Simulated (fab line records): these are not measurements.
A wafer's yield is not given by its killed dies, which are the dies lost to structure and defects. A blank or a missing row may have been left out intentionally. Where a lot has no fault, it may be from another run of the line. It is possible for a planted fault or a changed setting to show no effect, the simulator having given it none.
Shared-tool check    flow gf180mcu    Lots sampled 11, wafers sampled 33

THE REASON FOR OPENING IT
At GF_VT_IMPLANT_TW_MEAS_10 the reading VT_IMPLANT_TW is flagged on 4 of 11 lots. Wafers without a fault read 560, standard deviation 3.7.
Rule: flag the lot when none of its wafers has a number, or when each of its wafers that has one lies beyond 4 standard deviations from that mean. As for the other lots, they are considered sound.

lot   measured     on            VT_IMPLANT_TW, wafer by wafer  flag
L246  day 5 15:30  filmMetro-02  557 555 552                    
L247  day 5 21:45  filmMetro-03  559 559 557                    
L248  day 6 06:47  filmMetro-02  557 552 553                    
L249  day 6 09:11  filmMetro-02  556 559 555                    
L250  day 6 16:16  filmMetro-01  565 565 563                    
L251  day 7 01:00  filmMetro-02  559 558 559                    
L252  day 7 04:52  filmMetro-01  563 563 562                    
L253  day 7 10:31  filmMetro-03  364 364 365                    FLAGGED
L254  day 7 19:11  filmMetro-01  370 369 368                    FLAGGED
L255  day 7 23:43  filmMetro-03  362 363 362                    FLAGGED
L256  day 8 06:21  filmMetro-02  364 365 363                    FLAGGED
On average the flagged lots' numbers are 365, which is -195 against the usual, or -53 standard deviations.

WHICH TOOL EACH LOT WENT THROUGH
The record holds 1 process step before the reading, out of a route of 602 steps. Each cell gives the tool, then ch followed by the chambers the sampled wafers passed through, then the start.
lot   flag     GF_VT_IMPLANT_IMPLANT_08
L246           implanter-02 ch 0, day 5 15:16
L247           implanter-03 ch 0, day 5 21:31
L248           implanter-02 ch 0, day 6 06:34
L249           implanter-02 ch 0, day 6 08:56
L250           implanter-02 ch 0, day 6 16:04
L251           implanter-02 ch 0, day 7 00:46
L252           implanter-03 ch 0, day 7 04:38
L253  FLAGGED  implanter-03 ch 0, day 7 10:17
L254  FLAGGED  implanter-03 ch 0, day 7 18:56
L255  FLAGGED  implanter-01 ch 0, day 7 23:29
L256  FLAGGED  implanter-01 ch 0, day 8 06:08
What these steps do:
- GF_VT_IMPLANT_IMPLANT_08
- GF_VT_IMPLANT_TW_MEAS_10

FLAGGED AGAINST TOTAL, ONE TOOL AT A TIME (gauges that did the reading follow at the end)
step                      tool          lots run  flagged  share of the flagged lots  sound lots run after its first flagged lot
GF_VT_IMPLANT_IMPLANT_08  implanter-01  2         2        some                       0
GF_VT_IMPLANT_IMPLANT_08  implanter-02  5         0        none                       -
GF_VT_IMPLANT_IMPLANT_08  implanter-03  4         2        some                       0
GF_VT_IMPLANT_TW_MEAS_10  filmMetro-01  3         1        some                       0
GF_VT_IMPLANT_TW_MEAS_10  filmMetro-02  5         1        some                       0
GF_VT_IMPLANT_TW_MEAS_10  filmMetro-03  3         2        some                       0

WHAT THE TABLE PERMITS
No row of the table ran every flagged lot.

WHAT WAS PUT IN BY THE SIMULATOR
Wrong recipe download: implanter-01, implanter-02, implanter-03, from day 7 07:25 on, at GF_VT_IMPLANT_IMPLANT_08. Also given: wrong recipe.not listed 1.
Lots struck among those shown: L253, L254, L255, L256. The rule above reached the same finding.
